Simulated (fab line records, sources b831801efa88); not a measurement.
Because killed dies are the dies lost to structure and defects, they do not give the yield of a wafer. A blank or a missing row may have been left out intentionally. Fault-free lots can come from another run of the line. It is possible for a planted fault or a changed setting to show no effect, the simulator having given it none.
Matching of chambers	flow gf180mcu	GF_CONTACT_CMP_27 on cmp-02 has 4 sister chambers
The step polishes, stops on SiO2, t overpolish 15 s, target thk 0 nm. 4 wafers are shown with their chamber, then 9 later ones without.

WAFERS WITH THEIR CHAMBER
wafer	chamber	motor_current_A (A)
L187.2	1	10.5
L188.1	3	12.3
L188.2	2	9.7
L188.4	0	11.7

WAFERS WITH NO CHAMBER GIVEN
wafer	motor_current_A (A)
L189.1	12.8
L189.2	9.7
L189.5	11.4
L190.1	11.1
L190.3	12.5
L190.4	10.5
L191.3	12.4
L191.4	11.7
L191.5	11.0

THE CHAMBER EACH PASSED THROUGH
wafer	from the rows above	in truth
L189.1	can't be placed: 3 or 0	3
L189.2	2	2
L189.5	can't be placed: 0 or 1 or 3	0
L190.1	can't be placed: 0 or 1 or 3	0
L190.3	can't be placed: 3 or 0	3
L190.4	1	1
L191.3	can't be placed: 3 or 0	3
L191.4	can't be placed: 0 or 3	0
L191.5	can't be placed: 1 or 0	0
2 of 9 placed correctly. Cannot be placed on the basis of these rows: 7; the candidates contain the true chamber in 7. Number placed wrongly: 0.
How it was worked out, from the rows above alone: a wafer's distance from a chamber is the root of the sum, over the readings, of the square of ((its reading less the chamber's mean) divided by the reading's scatter). If the next closest chamber is less than 2 further off than the closest, the wafer can't be placed; otherwise it belongs to the closest. For every chamber, the mean is computed from those of its wafers that are shown. The scatter: with one shown wafer a chamber, the root of the mean of the squares of how far each hidden wafer lies from its nearest shown one.
